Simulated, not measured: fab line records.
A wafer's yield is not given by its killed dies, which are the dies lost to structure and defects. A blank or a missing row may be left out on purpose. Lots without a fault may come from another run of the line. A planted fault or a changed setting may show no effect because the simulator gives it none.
Chamber matching | flow sky130 | 4 sister chambers for SKY_VIA3_CMP_24 on cmp-01
The step polishes, stops on SiO2, t overpolish 20 s, target thk 0 nm. 8 wafers are shown with their chamber, then 8 later ones without.

## WAFERS PAIRED WITH THEIR CHAMBERS
wafer  | chamber | motor_current_A (A) | platen_rpm (rpm)
L879.5 | 1       | 11.3                | 59.95
L882.1 | 0       | 11.8                | 59.97
L882.2 | 2       | 9.8                 | 60.00
L882.4 | 3       | 9.4                 | 60.05
L884.1 | 2       | 10.1                | 60.00
L884.2 | 3       | 9.6                 | 59.96
L884.3 | 0       | 11.5                | 60.01
L885.2 | 1       | 11.7                | 60.00

## WAFERS MISSING THEIR CHAMBER
wafer  | motor_current_A (A) | platen_rpm (rpm)
L885.3 | 9.9                 | 59.96
L885.5 | 12.3                | 60.04
L892.1 | 10.1                | 59.96
L892.2 | 11.8                | 59.95
L892.4 | 11.6                | 59.99
L896.3 | 11.3                | 60.08
L896.4 | 9.8                 | 60.06
L896.6 | 10.4                | 59.98

## WHICH CHAMBER EACH ONE RAN IN
wafer  | from the rows above     | in truth
L885.3 | can't be placed: 2 or 3 | 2
L885.5 | can't be placed: 0 or 1 | 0
L892.1 | can't be placed: 2 or 3 | 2
L892.2 | can't be placed: 0 or 1 | 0
L892.4 | can't be placed: 0 or 1 | 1
L896.3 | can't be placed: 0 or 1 | 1
L896.4 | can't be placed: 2 or 3 | 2
L896.6 | 2                       | 2
Correctly placed: 1 of 8. Not placeable from these rows: 7 (in 7, the candidates include the true chamber). Wrongly placed: 0.
How it was worked out, from the rows above alone: a wafer's distance from a chamber is the root of the sum, over the readings, of the square of ((its reading less the chamber's mean) divided by the reading's scatter). The wafer belongs to the nearest chamber; if the next one is less than 2 further off, it can't be placed. Each chamber's mean is taken over the wafers shown for it. The scatter: the root of (the sum of the squares of (reading less its chamber's mean) over the shown wafers, divided by (wafers less chambers)).
